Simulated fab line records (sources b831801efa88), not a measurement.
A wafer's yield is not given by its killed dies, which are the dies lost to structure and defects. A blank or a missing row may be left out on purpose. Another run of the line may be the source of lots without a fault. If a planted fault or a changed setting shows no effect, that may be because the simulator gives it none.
fab line records || flow sky130
record {"lots": 14, "wafers": 42, "last_day": 50}
route steps=708 shown VT_ADJUST_NCORE@122 PAD_OPEN@708
lots that met no fault: taken from a fault-free run of the same line
start_h: hours from the record's first day to the start of the lot's first wafer shown || wait_h: time in hours since the lot's previous step || " same as the row above || L1.1+2: several wafers, shown together as one row || - no value, or no start given || * or withheld: withheld || < > ~ a bound
route shown NAME@n: NAME is a module with steps in the file, n the number in the route of the first one || usual: the fault-free wafers' mean and standard deviation || same: alike in all rows || chamber/n: place in a boat || sites: each site's reading || _std_site: standard deviation across them || _edge_site: inner sites' mean taken away from outer sites' mean || radius_mm: how far each site lies from the wafer's centre || mask NAME#n: copy n || behind: the most recent tool/chamber to have shaped the wafer || hold: what put the lot on hold/how long, in hours/how the hold closed || device: which transistor (n, p or np) failed to switch || end of line: tests run on the same wafers once the route is complete || where a step has no rows: the recipe by itself || killed: count of dies lost to structure and defects at first sort (not the wafer's yield) || map: dies across one wafer; x = killed, . = not, _ = none there
set.NAME: setting as actually run; set.NAME@STEP: the setting as run at that earlier step || model.NAME: the simulator's own value behind a step, which no gauge read
a sample of lots followed through the steps of the route, with each step as a table and each wafer as a row
## steps
# step SKY_VT_ADJUST_NCORE_SOFTBAKE_03
# recipe {"temp_c": 90, "time_s": 60, "resist": "NOVOLAK"}
# usual {"exhaust_pa": "44.9/0.95", "heater_power_total_W": "56.59/0.044", "plate_temp_C": "89.96/0.12", "run_length_s": "89.04/0.22"}
{"lot.wafer": "L561.1", "tool": "litho_track-01", "chamber": 0, "start_h": 168.99, "wait_h": 0.1, "exhaust_pa": 44.3, "heater_power_total_W": 56.61, "plate_temp_C": 89.90, "run_length_s": 89.25}
{"lot.wafer": "L561.5", "tool": "litho_track-01", "chamber": 0, "start_h": 168.99, "wait_h": 0.1, "exhaust_pa": 43.8, "heater_power_total_W": 56.56, "plate_temp_C": 89.99, "run_length_s": 89.09}
{"lot.wafer": "L561.6", "tool": "litho_track-01", "chamber": 0, "start_h": 168.99, "wait_h": 0.1, "exhaust_pa": 45.5, "heater_power_total_W": 56.65, "plate_temp_C": 89.93, "run_length_s": 89.07}
{"lot.wafer": "L562.2", "tool": "litho_track-04", "chamber": 0, "start_h": 172.52, "wait_h": 0.1, "exhaust_pa": 46.1, "heater_power_total_W": 56.62, "plate_temp_C": 89.79, "run_length_s": 89.11}
{"lot.wafer": "L562.4", "tool": "litho_track-04", "chamber": 0, "start_h": 172.52, "wait_h": 0.1, "exhaust_pa": 44.7, "heater_power_total_W": 56.55, "plate_temp_C": 89.92, "run_length_s": 89.35}
{"lot.wafer": "L562.6", "tool": "litho_track-04", "chamber": 0, "start_h": 172.52, "wait_h": 0.1, "exhaust_pa": 45.5, "heater_power_total_W": 56.56, "plate_temp_C": 90.09, "run_length_s": 89.20}
{"lot.wafer": "L563.1", "tool": "litho_track-04", "chamber": 0, "start_h": 183.30, "wait_h": 0.1, "exhaust_pa": 44.4, "heater_power_total_W": 56.59, "plate_temp_C": 89.92, "run_length_s": 89.29}
{"lot.wafer": "L563.4", "tool": "litho_track-04", "chamber": 0, "start_h": 183.30, "wait_h": 0.1, "exhaust_pa": 45.5, "heater_power_total_W": 56.57, "plate_temp_C": 89.90, "run_length_s": 89.19}
{"lot.wafer": "L563.6", "tool": "litho_track-04", "chamber": 0, "start_h": 183.30, "wait_h": 0.1, "exhaust_pa": 44.6, "heater_power_total_W": 56.55, "plate_temp_C": 89.88, "run_length_s": 89.13}
{"lot.wafer": "L564.2", "tool": "litho_track-01", "chamber": 0, "start_h": 191.82, "wait_h": 0.1, "exhaust_pa": 45.5, "heater_power_total_W": 56.54, "plate_temp_C": 89.99, "run_length_s": 89.06}
{"lot.wafer": "L564.5", "tool": "litho_track-01", "chamber": 0, "start_h": 191.82, "wait_h": 0.1, "exhaust_pa": 45.4, "heater_power_total_W": 56.50, "plate_temp_C": 90.09, "run_length_s": 89.05}
{"lot.wafer": "L564.6", "tool": "litho_track-01", "chamber": 0, "start_h": 191.82, "wait_h": 0.1, "exhaust_pa": 44.7, "heater_power_total_W": 56.61, "plate_temp_C": 90.05, "run_length_s": 89.27}
{"lot.wafer": "L565.1", "tool": "litho_track-01", "chamber": 0, "start_h": 198.79, "wait_h": 0.1, "exhaust_pa": 43.0, "heater_power_total_W": 56.61, "plate_temp_C": 89.93, "run_length_s": 89.38}
{"lot.wafer": "L565.2", "tool": "litho_track-01", "chamber": 0, "start_h": 198.79, "wait_h": 0.1, "exhaust_pa": 44.1, "heater_power_total_W": 56.64, "plate_temp_C": 90.05, "run_length_s": 89.16}
{"lot.wafer": "L565.6", "tool": "litho_track-01", "chamber": 0, "start_h": 198.79, "wait_h": 0.1, "exhaust_pa": 43.6, "heater_power_total_W": 56.58, "plate_temp_C": 89.88, "run_length_s": 89.20}
{"lot.wafer": "L566.1", "tool": "litho_track-04", "chamber": 0, "start_h": 203.25, "wait_h": 0.1, "exhaust_pa": 45.3, "heater_power_total_W": 56.60, "plate_temp_C": 89.86, "run_length_s": 89.36}
{"lot.wafer": "L566.5", "tool": "litho_track-04", "chamber": 0, "start_h": 203.25, "wait_h": 0.1, "exhaust_pa": 45.5, "heater_power_total_W": 56.67, "plate_temp_C": 89.97, "run_length_s": 89.07}
{"lot.wafer": "L566.6", "tool": "litho_track-04", "chamber": 0, "start_h": 203.25, "wait_h": 0.1, "exhaust_pa": 46.0, "heater_power_total_W": 56.67, "plate_temp_C": 89.80, "run_length_s": 89.09}
{"lot.wafer": "L567.3", "tool": "litho_track-03", "chamber": 0, "start_h": 212.00, "wait_h": 0.1, "exhaust_pa": 44.9, "heater_power_total_W": 56.58, "plate_temp_C": 89.88, "run_length_s": 88.85}
{"lot.wafer": "L567.4", "tool": "litho_track-03", "chamber": 0, "start_h": 212.00, "wait_h": 0.1, "exhaust_pa": 43.4, "heater_power_total_W": 56.64, "plate_temp_C": 90.03, "run_length_s": 88.67}
{"lot.wafer": "L567.5", "tool": "litho_track-03", "chamber": 0, "start_h": 212.00, "wait_h": 0.1, "exhaust_pa": 44.8, "heater_power_total_W": 56.61, "plate_temp_C": 89.91, "run_length_s": 88.81}
{"lot.wafer": "L568.3", "tool": "litho_track-03", "chamber": 0, "start_h": 215.60, "wait_h": 0.1, "exhaust_pa": 44.7, "heater_power_total_W": 56.57, "plate_temp_C": 89.96, "run_length_s": 88.77}
{"lot.wafer": "L568.4", "tool": "litho_track-03", "chamber": 0, "start_h": 215.60, "wait_h": 0.1, "exhaust_pa": 44.9, "heater_power_total_W": 56.53, "plate_temp_C": 90.10, "run_length_s": 88.78}
{"lot.wafer": "L568.5", "tool": "litho_track-03", "chamber": 0, "start_h": 215.60, "wait_h": 0.1, "exhaust_pa": 45.6, "heater_power_total_W": 56.58, "plate_temp_C": 90.02, "run_length_s": 89.05}
{"lot.wafer": "L569.1", "tool": "litho_track-03", "chamber": 0, "start_h": 224.90, "wait_h": 0.1, "exhaust_pa": 46.4, "heater_power_total_W": 56.66, "plate_temp_C": 89.94, "run_length_s": 88.65}
{"lot.wafer": "L569.2", "tool": "litho_track-03", "chamber": 0, "start_h": 224.90, "wait_h": 0.1, "exhaust_pa": 45.5, "heater_power_total_W": 56.57, "plate_temp_C": 90.09, "run_length_s": 88.72}
{"lot.wafer": "L569.5", "tool": "litho_track-03", "chamber": 0, "start_h": 224.90, "wait_h": 0.1, "exhaust_pa": 45.7, "heater_power_total_W": 56.52, "plate_temp_C": 90.26, "run_length_s": 88.73}
{"lot.wafer": "L573.1", "tool": "litho_track-03", "chamber": 0, "start_h": 253.25, "wait_h": 0.1, "exhaust_pa": 45.7, "heater_power_total_W": 56.54, "plate_temp_C": 89.87, "run_length_s": 88.74}
{"lot.wafer": "L573.4", "tool": "litho_track-03", "chamber": 0, "start_h": 253.25, "wait_h": 0.1, "exhaust_pa": 45.5, "heater_power_total_W": 57.26, "plate_temp_C": "-", "run_length_s": 86.21}
{"lot.wafer": "L573.5", "tool": "litho_track-03", "chamber": 0, "start_h": 253.25, "wait_h": 0.1, "exhaust_pa": 44.0, "heater_power_total_W": 56.64, "plate_temp_C": 89.95, "run_length_s": 88.93}
{"lot.wafer": "L575.2", "tool": "litho_track-03", "chamber": 0, "start_h": 263.87, "wait_h": 0.1, "exhaust_pa": 43.5, "heater_power_total_W": 56.65, "plate_temp_C": 90.03, "run_length_s": 88.86}
{"lot.wafer": "L575.4", "tool": "litho_track-03", "chamber": 0, "start_h": 263.87, "wait_h": 0.1, "exhaust_pa": 43.1, "heater_power_total_W": 57.31, "plate_temp_C": "-", "run_length_s": 86.33}
{"lot.wafer": "L575.5", "tool": "litho_track-03", "chamber": 0, "start_h": 263.87, "wait_h": 0.1, "exhaust_pa": 45.6, "heater_power_total_W": 56.63, "plate_temp_C": 90.00, "run_length_s": 88.75}
{"lot.wafer": "L581.2", "tool": "litho_track-04", "chamber": 0, "start_h": 310.27, "wait_h": 0.1, "exhaust_pa": 43.8, "heater_power_total_W": 56.62, "plate_temp_C": 89.73, "run_length_s": 89.30}
{"lot.wafer": "L581.3", "tool": "litho_track-04", "chamber": 0, "start_h": 310.27, "wait_h": 0.1, "exhaust_pa": 42.9, "heater_power_total_W": 56.62, "plate_temp_C": 89.79, "run_length_s": 89.30}
{"lot.wafer": "L581.5", "tool": "litho_track-04", "chamber": 0, "start_h": 310.27, "wait_h": 0.1, "exhaust_pa": 44.6, "heater_power_total_W": 56.62, "plate_temp_C": 89.86, "run_length_s": 89.25}
{"lot.wafer": "L582.1", "tool": "litho_track-04", "chamber": 0, "start_h": 319.10, "wait_h": 0.1, "exhaust_pa": 44.9, "heater_power_total_W": 56.64, "plate_temp_C": 89.97, "run_length_s": 89.27}
{"lot.wafer": "L582.3", "tool": "litho_track-04", "chamber": 0, "start_h": 319.10, "wait_h": 0.1, "exhaust_pa": 44.6, "heater_power_total_W": 56.55, "plate_temp_C": 90.03, "run_length_s": 89.13}
{"lot.wafer": "L582.5", "tool": "litho_track-04", "chamber": 0, "start_h": 319.10, "wait_h": 0.1, "exhaust_pa": 43.2, "heater_power_total_W": 56.53, "plate_temp_C": 90.11, "run_length_s": 89.19}
{"lot.wafer": "L584.2", "tool": "litho_track-01", "chamber": 0, "start_h": 333.57, "wait_h": 0.1, "exhaust_pa": 43.6, "heater_power_total_W": 56.58, "plate_temp_C": 89.88, "run_length_s": 89.12}
{"lot.wafer": "L584.4", "tool": "litho_track-01", "chamber": 0, "start_h": 333.57, "wait_h": 0.1, "exhaust_pa": 45.5, "heater_power_total_W": 56.65, "plate_temp_C": 89.97, "run_length_s": 89.09}
{"lot.wafer": "L584.5", "tool": "litho_track-01", "chamber": 0, "start_h": 333.57, "wait_h": 0.1, "exhaust_pa": 46.6, "heater_power_total_W": 56.67, "plate_temp_C": 89.74, "run_length_s": 89.12}
# step SKY_PAD_OPEN_PROBE_99
# usual {"killed_at_M0_to_M3": "45/7.3", "killed_at_M4_up": "3.1/1.7", "killed_at_contacts": "25/5.1", "killed_at_front_end": "15/4.5", "killed_at_other": "0.3/0.56", "killed_dies": "88/9.4", "killed_open": "47/6.6", "killed_short": "40/6.9"}
# same {"gross_dies": 492, "killed_at_back_side": 0}
{"lot.wafer": "L568.3", "tool": "prober-01", "chamber": "-", "start_h": 1116.96, "wait_h": 0.2, "killed_at_M0_to_M3": 40, "killed_at_M4_up": 4, "killed_at_contacts": 24, "killed_at_front_end": 13, "killed_at_other": 0, "killed_dies": 81, "killed_open": 39, "killed_short": 42}
{"lot.wafer": "L568.4", "tool": "prober-01", "chamber": "-", "start_h": 1117.01, "wait_h": 0.2, "killed_at_M0_to_M3": 40, "killed_at_M4_up": 6, "killed_at_contacts": 27, "killed_at_front_end": 11, "killed_at_other": 0, "killed_dies": 84, "killed_open": 44, "killed_short": 40}
{"lot.wafer": "L568.5", "tool": "prober-01", "chamber": "-", "start_h": 1117.06, "wait_h": 0.2, "killed_at_M0_to_M3": 32, "killed_at_M4_up": 2, "killed_at_contacts": 36, "killed_at_front_end": 12, "killed_at_other": 1, "killed_dies": 83, "killed_open": 53, "killed_short": 29}
{"lot.wafer": "L581.2", "tool": "prober-01", "chamber": "-", "start_h": 1187.15, "wait_h": 0.1, "killed_at_M0_to_M3": 39, "killed_at_M4_up": 3, "killed_at_contacts": 25, "killed_at_front_end": 9, "killed_at_other": 1, "killed_dies": 77, "killed_open": 40, "killed_short": 37}
{"lot.wafer": "L581.3", "tool": "prober-01", "chamber": "-", "start_h": 1187.20, "wait_h": 0.2, "killed_at_M0_to_M3": 51, "killed_at_M4_up": 0, "killed_at_contacts": 21, "killed_at_front_end": 8, "killed_at_other": 1, "killed_dies": 81, "killed_open": 47, "killed_short": 32}
{"lot.wafer": "L581.5", "tool": "prober-01", "chamber": "-", "start_h": 1187.30, "wait_h": 0.2, "killed_at_M0_to_M3": 55, "killed_at_M4_up": 3, "killed_at_contacts": 25, "killed_at_front_end": 12, "killed_at_other": 1, "killed_dies": 96, "killed_open": 51, "killed_short": 44}
{"lot.wafer": "L582.1", "tool": "prober-02", "chamber": "-", "start_h": 1189.80, "wait_h": 0.1, "killed_at_M0_to_M3": 39, "killed_at_M4_up": 8, "killed_at_contacts": 20, "killed_at_front_end": 10, "killed_at_other": 0, "killed_dies": 77, "killed_open": 38, "killed_short": 39}
{"lot.wafer": "L582.3", "tool": "prober-02", "chamber": "-", "start_h": 1189.90, "wait_h": 0.2, "killed_at_M0_to_M3": 47, "killed_at_M4_up": 3, "killed_at_contacts": 27, "killed_at_front_end": 9, "killed_at_other": 0, "killed_dies": 86, "killed_open": 49, "killed_short": 37}
{"lot.wafer": "L582.5", "tool": "prober-02", "chamber": "-", "start_h": 1190.00, "wait_h": 0.2, "killed_at_M0_to_M3": 44, "killed_at_M4_up": 1, "killed_at_contacts": 25, "killed_at_front_end": 15, "killed_at_other": 0, "killed_dies": 85, "killed_open": 47, "killed_short": 38}
# killed by level:class
L568.3 VIA1:geometric_particle:open=10 CONTACT:geometric_particle:open=8 METAL1:geometric_particle:short=8 CONTACT:geometric_particle:short=7 VIA3:geometric_particle:open=7 SPACER:geometric_particle:short=4 LOCAL_INTERCONNECT:geometric_particle:short=4 METAL2:geometric_particle:short=4
L568.4 VIA1:geometric_particle:open=13 CONTACT:geometric_particle:open=9 LI_CONTACT:geometric_particle:open=8 POLY_GATE:geometric_particle:short=5 VIA3:geometric_particle:open=5 METAL4:geometric_particle:short=5 METAL1:geometric_particle:short=4 LOCAL_INTERCONNECT:geometric_particle:short=4
L568.5 LI_CONTACT:geometric_particle:open=15 CONTACT:geometric_particle:open=14 VIA3:geometric_particle:open=9 VIA1:geometric_particle:open=6 POLY_GATE:geometric_particle:open=5 POLY_GATE:geometric_particle:short=4 VIA3:geometric_particle:short=4 METAL2:geometric_particle:short=4
L581.2 VIA1:geometric_particle:open=11 CONTACT:geometric_particle:open=8 LI_CONTACT:geometric_particle:open=6 METAL1:geometric_particle:short=6 METAL2:geometric_particle:short=5 FIELD_ISO:geometric_particle:open=4 CONTACT:geometric_particle:short=4 VIA2:geometric_particle:open=4
L581.3 VIA1:geometric_particle:open=9 LI_CONTACT:geometric_particle:open=9 VIA2:geometric_particle:open=8 CONTACT:geometric_particle:open=6 METAL2:geometric_particle:short=6 VIA1:geometric_particle:short=5 VIA3:geometric_particle:open=5 METAL3:geometric_particle:short=5
L581.5 VIA3:geometric_particle:open=11 CONTACT:geometric_particle:open=10 VIA2:geometric_particle:open=10 VIA1:geometric_particle:short=7 METAL1:geometric_particle:short=7 LI_CONTACT:geometric_particle:open=6 VIA1:geometric_particle:open=6 METAL2:geometric_particle:short=6
L582.1 CONTACT:geometric_particle:open=7 VIA2:geometric_particle:open=7 VIA1:geometric_particle:short=6 METAL2:geometric_particle:short=6 LI_CONTACT:geometric_particle:open=5 VIA1:geometric_particle:open=5 METAL4:geometric_particle:short=5 METAL1:geometric_particle:short=4
L582.3 VIA1:geometric_particle:open=10 CONTACT:geometric_particle:open=9 METAL2:geometric_particle:short=9 VIA2:geometric_particle:open=9 LI_CONTACT:geometric_particle:open=8 FIELD_ISO:geometric_particle:open=5 CONTACT:geometric_particle:short=4 VIA1:geometric_particle:short=4
L582.5 CONTACT:geometric_particle:open=10 VIA1:geometric_particle:open=8 CONTACT:geometric_particle:short=8 VIA3:geometric_particle:open=7 VIA2:geometric_particle:open=7 METAL1:geometric_particle:short=6 FIELD_ISO:geometric_particle:open=5 LI_CONTACT:geometric_particle:open=5
## key
first_sign {"step": "SKY_VT_ADJUST_NCORE_SOFTBAKE_03", "reading": "heater_power_total_W", "direction": "up", "sigmas": 16, "usual": "*", "struck": "*"}
effect {"step": "SKY_VT_ADJUST_NCORE_SOFTBAKE_03", "reading": "run_length_s", "direction": "down", "sigmas": 12, "usual": "*", "struck": "*"}
met_at SKY_VT_ADJUST_NCORE_SOFTBAKE_03
struck_lots L573,L575
struck_wafers L573.4,L575.4
tester_left_out L573,L575
onset_between 224.90 253.25
fault {"kind": "process_parameter_drift", "tool": "litho_track-03", "chamber": "-", "onset_h": 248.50, "steps": "SKY_VT_ADJUST_NCORE_SOFTBAKE_03", "channel": "time_s", "offset": "*", "shape": "step", "end_h": 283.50, "scope": "struck_wafers_only", "acts_in": "*", "stated": "*"}
# tester_left_out: of these lots the tester's yield and bins aren't shown, on N5 and GAA mostly nor the transistor test; their killed dies are dies lost to structure and defects alone, not to doping, threshold or leakage, so they don't give the yield
